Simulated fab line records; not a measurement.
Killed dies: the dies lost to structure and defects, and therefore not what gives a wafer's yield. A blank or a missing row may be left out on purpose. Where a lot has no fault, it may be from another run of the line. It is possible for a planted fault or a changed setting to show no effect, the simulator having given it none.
fab line records	flow gf180mcu
[record] lots = 10	wafers = 30	last_day = 34
route steps=602 shown MVSD@74 NWELL@137 M1@330 PASSIVATION@598
lots with no fault: from the same line, run without faults
start_h: hours from the record's opening day to when the first of the lot's shown wafers began	wait_h: hours from the lot's prior step to this one	" repeats the value in the row above	L1.1+2: several wafers, shown together as one row	- either no value or no given start	* or withheld: withheld	< > ~ a bound
route shown NAME@n: NAME is a module with steps in the file, n the number in the route of the first one	usual: average and standard deviation across the fault-free wafers	same: alike in all rows	chamber/n: place in a boat	sites: the reading at each site	_std_site: standard deviation of those values	_edge_site: outer sites' mean less inner sites'	radius_mm: how far each site lies from the wafer's centre	mask NAME#n: copy n	behind: the tool/chamber that last shaped the wafer	hold: why the lot went on hold/how many hours it stayed there/how the hold came to an end	device: names the non-switching transistor (n, p or np)	end of line: the same wafers' tests at the end of the route	a step without rows: its recipe alone	killed: dies lost to structure and defects at the first sort, not the wafer's yield	map: dies across one wafer; x = killed, . = not, _ = none there
set.NAME: the setting that was run; set.NAME@STEP: the one run at that earlier step	model.NAME: the simulator's own value behind a step, which no gauge read
a sample of lots followed through the steps of the route, with each step as a table and each wafer as a row
services: when a tool's chamber went out of use (start_h, in hours from the record's first day, below 0 if earlier), for how many hours, and the reason
[[steps]]
[step GF_MVSD_IMPLANT_08]
[recipe] species = P	energy_kev = 400	dose_cm2 = 1.6e+13	tilt_deg = 0
[usual] beam_on_s = 10.02/0.19	end_station_pressure_torr = 5.03e-06/2.8e-07	faraday_current_uA = 90.1/1.7
lot.wafer	tool	chamber	start_h	wait_h	beam_on_s	end_station_pressure_torr	faraday_current_uA
L999.1	implanter-01	0	81.77	0.0	9.93	5.04e-06	90.6
L999.2	"	0	"	"	9.89	5.08e-06	91.9
L999.3	"	0	"	"	9.71	5.36e-06	93.1
L104.1	implanter-02	0	111.55	0.0	10.02	5.03e-06	89.6
L104.4	"	0	"	"	10.15	4.9e-06	89.2
L104.5	"	0	"	"	10.22	4.85e-06	88.1
L105.3	implanter-02	0	117.67	0.1	10.04	5.17e-06	89.6
L105.4	"	0	"	"	10.03	5.22e-06	89.5
L105.6	"	0	"	"	10.07	4.56e-06	90.2
L107.2	implanter-01	0	128.82	0.0	9.91	4.5e-06	91.1
L107.3	"	0	"	"	10.31	5.2e-06	87.3
L107.5	"	0	"	"	10.14	4.73e-06	89.1
L112.2	implanter-02	0	155.26	0.0	9.83	5.16e-06	91.7
L112.4	"	0	"	"	9.95	5.11e-06	90.7
L112.5	"	0	"	"	9.87	5.28e-06	91.4
L115.2	implanter-01	0	172.44	0.0	10.94	6.016e-05	79.9
L115.3	"	0	"	"	11.23	6.271e-05	77.6
L115.5	"	0	"	"	11.14	6.219e-05	78.1
L116.1	implanter-01	0	178.02	0.0	10.90	6.735e-05	79.9
L116.2	"	0	"	"	10.39	6.37e-05	83.3
L116.3	"	0	"	"	11.17	6.762e-05	78.2
L117.1	implanter-03	0	184.37	0.0	10.20	5.21e-06	88.1
L117.4	"	0	"	"	10.03	5.24e-06	89.8
L117.5	"	0	"	"	9.86	5.28e-06	91.5
L119.1	implanter-02	0	197.79	0.0	9.98	4.79e-06	90.1
L119.2	"	0	"	"	9.95	4.64e-06	90.8
L119.5	"	0	"	"	9.80	4.88e-06	92.4
L120.1	implanter-03	0	209.94	0.0	10.24	4.79e-06	88.1
L120.4	"	0	"	"	9.95	5.24e-06	90.5
L120.5	"	0	"	"	10.06	5.18e-06	89.5
[step GF_MVSD_TW_MEAS_11]
[usual] MVSD_TW = 1568/12
lot.wafer	tool	chamber	start_h	wait_h	MVSD_TW
L999.1	film_metro-04	-	82.17	0.1	1574
L999.2	"	-	"	"	1579
L999.3	"	-	"	"	1585
L104.1	film_metro-02	-	111.95	0.1	1560
L104.4	"	-	"	"	1559
L104.5	"	-	"	"	1558
L105.3	film_metro-02	-	118.04	0.1	1562
L105.4	"	-	"	"	1562
L105.6	"	-	"	"	1569
L107.2	film_metro-03	-	129.21	0.1	1575
L107.3	"	-	"	"	1572
L107.5	"	-	"	"	1588
L112.2	film_metro-03	-	155.65	0.1	1544
L112.4	"	-	"	"	1559
L112.5	"	-	"	"	1555
L115.2	film_metro-03	-	172.83	0.1	1592
L115.3	"	-	"	"	1587
L115.5	"	-	"	"	1584
L116.1	film_metro-04	-	178.42	0.1	1609
L116.2	"	-	"	"	1614
L116.3	"	-	"	"	1613
L117.1	film_metro-03	-	184.77	0.1	1547
L117.4	"	-	"	"	1556
L117.5	"	-	"	"	1549
L119.1	film_metro-03	-	198.19	0.1	1560
L119.2	"	-	"	"	1567
L119.5	"	-	"	"	1557
L120.1	film_metro-04	-	210.34	0.1	1582
L120.4	"	-	"	"	1580
L120.5	"	-	"	"	1576
[step GF_VT_IMPLANT_RS_MEAS_46]
[recipe] thk_meas_gauge = four-point-probe
[usual] MVSD_RS = 457.2/1.2
lot.wafer	tool	chamber	start_h	wait_h	hold	MVSD_RS[ohm/sq]
L999.1	film_metro-03	-	154.36	0.1	-	458.4
L999.2	"	-	"	"	-	457.8
L999.3	"	-	"	"	-	456.8
L104.1	film_metro-03	-	187.16	0.1	-	458.7
L104.4	"	-	"	"	-	459.0
L104.5	"	-	"	"	-	459.0
L105.3	film_metro-04	-	194.85	0.1	-	456.6
L105.4	"	-	"	"	-	456.9
L105.6	"	-	"	"	-	456.0
L107.2	film_metro-04	-	209.35	0.1	-	458.0
L107.3	"	-	"	"	-	458.2
L107.5	"	-	"	"	-	457.2
L112.2	film_metro-03	-	239.53	0.1	-	457.7
L112.4	"	-	"	"	-	458.8
L112.5	"	-	"	"	-	458.7
L115.2	film_metro-02	-	260.18	0.1	await_dispo/0.2h/release	439.7
L115.3	"	-	"	"	await_dispo/0.2h/release	438.0
L115.5	"	-	"	"	await_dispo/0.2h/release	439.1
L115.2	film_metro-02	-	260.54	0.3	-	440.4
L115.3	"	-	"	"	-	439.0
L115.5	"	-	"	"	-	438.4
L116.1	film_metro-04	-	268.75	0.1	await_dispo/0.2h/release	437.6
L116.2	"	-	"	"	await_dispo/0.2h/release	440.2
L116.3	"	-	"	"	await_dispo/0.2h/release	437.7
L116.1	film_metro-04	-	269.11	0.3	-	438.6
L116.2	"	-	"	"	-	439.1
L116.3	"	-	"	"	-	439.0
L117.1	film_metro-03	-	275.80	0.1	-	458.0
L117.4	"	-	"	"	-	459.4
L117.5	"	-	"	"	-	457.5
L119.1	film_metro-03	-	290.05	0.1	-	457.5
L119.2	"	-	"	"	-	458.1
L119.5	"	-	"	"	-	458.0
L120.1	film_metro-02	-	305.06	0.1	-	454.5
L120.4	"	-	"	"	-	455.6
L120.5	"	-	"	"	-	456.2
[step GF_VT_IMPLANT_RS_MEAS_47]
[recipe] thk_meas_gauge = four-point-probe
[usual] NWELL_RS = 487.7/1.5
lot.wafer	tool	chamber	start_h	wait_h	hold	NWELL_RS[ohm/sq]
L999.1	film_metro-03	-	154.48	0.1	-	487.8
L999.2	"	-	"	"	-	487.9
L999.3	"	-	"	"	-	490.2
L104.1	film_metro-03	-	187.28	0.1	-	488.7
L104.4	"	-	"	"	-	488.7
L104.5	"	-	"	"	-	488.0
L105.3	film_metro-04	-	194.97	0.1	-	489.6
L105.4	"	-	"	"	-	489.0
L105.6	"	-	"	"	-	489.4
L107.2	film_metro-04	-	209.47	0.1	-	484.6
L107.3	"	-	"	"	-	487.8
L107.5	"	-	"	"	-	485.7
L112.2	film_metro-03	-	239.65	0.1	-	487.4
L112.4	"	-	"	"	-	487.4
L112.5	"	-	"	"	-	487.1
L115.2	film_metro-02	-	261.94	1.4	await_dispo/1.2h/release	485.8
L115.3	"	-	"	"	await_dispo/1.2h/release	486.4
L115.5	"	-	"	"	await_dispo/1.2h/release	487.6
L116.1	film_metro-02	-	273.62	4.5	await_dispo/4.4h/release	487.1
L116.2	"	-	"	"	await_dispo/4.4h/release	487.6
L116.3	"	-	"	"	await_dispo/4.4h/release	487.7
L117.1	film_metro-03	-	275.92	0.1	-	486.9
L117.4	"	-	"	"	-	487.3
L117.5	"	-	"	"	-	485.9
L119.1	film_metro-03	-	290.17	0.1	-	488.3
L119.2	"	-	"	"	-	489.2
L119.5	"	-	"	"	-	488.8
L120.1	film_metro-02	-	305.18	0.1	-	487.3
L120.4	"	-	"	"	-	486.7
L120.5	"	-	"	"	-	487.0
[step GF_M1_OVL_MEAS_15]
[usual] M1_OVL = 1/5.1
lot.wafer	tool	chamber	start_h	wait_h	M1_OVL[nm]
L999.1	overlay-01	-	383.70	0.1	0
L999.2	"	-	"	"	0
L999.3	"	-	"	"	3
L104.1	overlay-01	-	425.57	0.1	0
L104.4	"	-	"	"	-3
L104.5	"	-	"	"	-1
L105.3	overlay-01	-	438.29	0.1	-10
L105.4	"	-	"	"	-4
L105.6	"	-	"	"	-6
L107.2	overlay-02	-	454.23	0.1	9
L107.3	"	-	"	"	4
L107.5	"	-	"	"	8
L112.2	overlay-02	-	495.63	0.1	4
L112.4	"	-	"	"	6
L112.5	"	-	"	"	-5
L115.2	overlay-02	-	519.97	0.1	-4
L115.3	"	-	"	"	-6
L115.5	"	-	"	"	-3
L117.1	overlay-01	-	540.77	0.1	6
L117.4	"	-	"	"	6
L117.5	"	-	"	"	5
L116.1	overlay-01	-	541.72	0.1	-2
L116.2	"	-	"	"	-3
L116.3	"	-	"	"	-2
L119.1	overlay-02	-	558.75	0.1	3
L119.2	"	-	"	"	2
L119.5	"	-	"	"	6
L120.1	overlay-02	-	571.52	0.1	8
L120.4	"	-	"	"	7
L120.5	"	-	"	"	6
[step GF_PASSIVATION_ETCH_11]
[recipe] chemistry = CF4/O2	target_depth_nm = 2040	stop_on = TiN	source_w = 800	bias_w = 150	pressure_mtorr = 150	cf4_flow_sccm = 80	O2_flow_sccm = 10	time_s = 453.3
[usual] bias_w = 150.0/0.45	chamber_pressure_mTorr = 150.01/0.14	drypump_motor_current_A = 5.3/0.45	oes_product_au = 0.990/0.0063	throttle_valve_pct = 5.967/0.009
lot.wafer	tool	chamber	start_h	wait_h	bias_w	chamber_pressure_mTorr	drypump_motor_current_A	oes_product_au	rf_hours_counter_h	throttle_valve_pct
L999.1	rie_diel-02	3	665.90	-	149.2	150.13	5.1	0.990	64	5.978
L999.2	"	1	"	"	149.8	149.79	5.0	0.987	5	5.952
L999.3	"	2	"	"	150.1	150.23	5.3	0.990	25	5.954
L104.1	rie_diel-04	1	701.98	-	150.6	149.95	5.3	1.001	14	5.950
L104.4	"	2	"	"	150.3	150.26	4.7	0.991	23	5.955
L104.5	"	1	"	"	150.3	149.89	5.3	0.993	-	5.968
L105.3	rie_diel-01	0	711.84	-	149.7	150.11	6.1	0.981	15	5.962
L105.4	"	1	"	"	150.2	150.06	5.2	0.992	15	5.975
L105.6	"	1	"	"	150.3	150.05	5.2	0.980	-	5.969
L107.2	rie_diel-02	1	725.34	-	150.4	150.00	5.0	0.985	8	5.973
L107.3	"	2	"	"	150.3	150.34	5.3	0.987	28	5.963
L107.5	"	3	"	"	150.2	149.63	5.1	0.981	-	5.969
L112.2	rie_diel-01	0	755.65	-	149.8	150.14	6.1	0.983	17	5.959
L112.4	"	0	"	"	150.0	149.73	6.1	0.981	-	5.975
L112.5	"	2	"	"	148.5	149.87	5.5	0.987	-	5.955
L115.2	rie_diel-01	1	770.85	-	150.2	149.94	5.2	0.997	18	5.968
L115.3	"	2	"	"	150.0	150.01	5.5	0.992	14	5.959
L115.5	"	1	"	"	150.0	150.08	5.2	0.996	-	5.961
L117.1	rie_diel-04	2	786.80	-	150.2	150.03	4.7	0.998	26	5.980
L117.4	"	2	"	"	149.8	150.16	4.7	0.994	-	5.973
L117.5	"	3	"	"	150.3	149.97	4.7	1.000	-	5.968
L116.1	rie_diel-01	2	787.03	-	149.9	149.95	5.5	0.994	15	5.966
L116.2	"	3	"	"	149.6	150.28	5.7	0.988	41	5.990
L116.3	"	0	"	"	149.8	150.10	6.1	0.982	19	5.965
L119.1	rie_diel-01	2	795.58	-	150.4	150.07	5.5	0.992	15	5.972
L119.2	"	3	"	"	150.8	150.25	5.7	0.985	42	5.978
L119.5	"	3	"	"	150.7	149.98	5.7	0.991	-	5.955
L120.1	rie_diel-02	0	806.49	-	150.4	150.13	4.7	0.986	27	5.973
L120.4	"	3	"	"	149.8	150.06	5.1	0.985	5	5.971
L120.5	"	2	"	"	149.7	150.05	5.3	0.981	-	5.969
[step GF_PASSIVATION_STRIP_12]
[recipe] chemistry = O2/N2	power_w = 1400	pressure_mtorr = 1500	platen_temp_c = 250	o2_flow_sccm = 3000	n2_flow_sccm = 300	overash_fraction = 0.5
[usual] chamber_pressure_mTorr = 1500.1/1.3	drypump_motor_current_A = 5.8/0.48	heater_power_w = 324/24	oes_product_au = 0.719/0.0043	strip_time_to_endpoint_s = 32.97/0.24
lot.wafer	tool	chamber	start_h	wait_h	chamber_pressure_mTorr	drypump_motor_current_A	heater_power_w	oes_product_au	rf_hours_counter_h	strip_time_to_endpoint_s
L999.1	plasma_asher-04	0	666.17	0.1	1499.7	5.8	307	0.725	25	33.38
L999.2	"	1	"	"	1498.7	6.0	340	0.727	25	33.35
L999.3	"	0	"	"	1498.1	5.8	310	0.715	-	33.22
L104.1	plasma_asher-04	1	702.25	0.1	1500.6	6.0	351	0.715	28	32.83
L104.4	"	0	"	"	1497.3	5.8	311	0.725	-	33.14
L104.5	"	0	"	"	1497.8	5.8	309	0.718	-	32.91
L105.3	plasma_asher-02	1	712.15	0.2	1501.0	6.5	310	0.717	-	33.26
L105.4	"	0	"	"	1499.0	5.3	325	0.716	-	33.07
L105.6	"	0	"	"	1497.9	5.3	325	0.714	-	33.13
L107.2	plasma_asher-01	1	725.61	0.1	1499.0	5.0	299	0.723	97	32.89
L107.3	"	0	"	"	1501.3	5.6	377	0.713	-	32.72
L107.5	"	1	"	"	1501.3	5.0	301	0.716	-	32.70
L112.2	plasma_asher-02	0	755.92	0.1	1500.9	5.3	318	0.728	70	33.31
L112.4	"	1	"	"	1500.8	6.6	288	0.716	-	33.48
L112.5	"	1	"	"	1499.4	6.6	296	0.721	-	33.13
L115.2	plasma_asher-01	1	771.12	0.1	1502.7	5.0	309	0.709	102	32.77
L115.3	"	1	"	"	1499.8	5.0	301	0.720	-	33.14
L115.5	"	0	"	"	1502.4	5.6	377	0.716	-	32.97
L117.1	plasma_asher-04	1	787.07	0.1	1499.2	6.0	344	0.715	37	33.04
L117.4	"	0	"	"	1500.2	5.8	314	0.715	-	32.88
L117.5	"	0	"	"	1499.6	5.8	307	0.713	-	32.71
L116.1	plasma_asher-02	1	787.30	0.1	1498.6	6.6	300	0.713	73	32.92
L116.2	"	0	"	"	1499.5	5.3	327	0.715	73	32.94
L116.3	"	0	"	"	1501.0	5.3	329	0.709	-	33.34
L119.1	plasma_asher-02	0	795.85	0.1	1499.6	5.3	314	0.720	74	33.01
L119.2	"	1	"	"	1500.1	6.6	297	0.718	74	32.78
L119.5	"	1	"	"	1499.6	6.6	302	0.720	-	32.94
L120.1	plasma_asher-04	0	806.76	0.1	1500.0	5.8	310	0.720	40	33.00
L120.4	"	1	"	"	1499.5	6.0	347	0.714	-	32.87
L120.5	"	0	"	"	1500.3	5.8	313	0.720	-	33.32
[[services]]
tool	chamber	start_h	hours	kind
plasma_asher-02	-	75.46	0.5	repair
plasma_asher-02	-	77.94	2.8	pm
implanter-01	-	83.73	6.4	repair
rie_diel-01	2	92.77	2.7	repair
plasma_asher-02	-	108.75	9.0	pm
implanter-01	-	183.39	3.7	pm
plasma_asher-04	-	186.68	14.6	pm
plasma_asher-04	-	208.98	0.4	repair
rie_diel-01	-	230.79	0.4	repair
implanter-01	-	231.63	1.9	repair
rie_diel-01	1	255.33	4.3	repair
plasma_asher-04	-	257.64	1.9	repair
implanter-01	-	290.04	18.7	repair
implanter-01	-	292.64	1.4	repair
rie_diel-01	0	384.87	2.6	repair
rie_diel-01	-	564.48	2.8	pm
rie_diel-01	3	600.57	8.4	repair
rie_diel-01	1	603.14	5.0	repair
rie_diel-01	1	648.03	4.5	repair
rie_diel-01	0	712.13	9.7	repair
rie_diel-01	1	716.02	2.9	repair
rie_diel-01	2	728.47	12.1	repair
rie_diel-01	3	734.75	1.7	repair
rie_diel-01	1	752.92	2.9	repair
[[key]]
[first_sign] step = GF_MVSD_IMPLANT_08	reading = end_station_pressure_torr	direction = up	sigmas = 99+	usual = 5.03e-06	struck = 6.396e-05
[effect] step = GF_MVSD_IMPLANT_08	reading = faraday_current_uA	direction = down	sigmas = 6.1	usual = 90.1	struck = 79.5
[effect] step = GF_MVSD_TW_MEAS_11	reading = MVSD_TW	direction = up	sigmas = 2.5	usual = 1568	struck = 1600
[effect] step = GF_VT_IMPLANT_RS_MEAS_46	reading = MVSD_RS	direction = down	sigmas = 16	usual = 457.2	struck = 438.7
met_at GF_MVSD_IMPLANT_08
struck_lots L115,L116
tester_left_out L115,L116
not_acting_at GF_M1_OVL_MEAS_15,GF_PASSIVATION_ETCH_11,GF_PASSIVATION_STRIP_12
onset_between 128.82 172.44
[fault] kind = process_parameter_drift	tool = implanter-01	chamber = -	onset_h = 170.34	steps = GF_MVSD_IMPLANT_08	channel = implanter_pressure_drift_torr	offset = 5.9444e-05	shape = step	end_h = 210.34
[fault] kind = process_parameter_drift	tool = implanter-01	chamber = -	onset_h = 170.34	steps = GF_MVSD_IMPLANT_08	channel = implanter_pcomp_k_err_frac	offset = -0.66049	shape = step	end_h = 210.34
// tester_left_out: of these lots the tester's yield and bins aren't shown, on N5 and GAA mostly nor the transistor test; their killed dies are dies lost to structure and defects alone, not to doping, threshold or leakage, so they don't give the yield
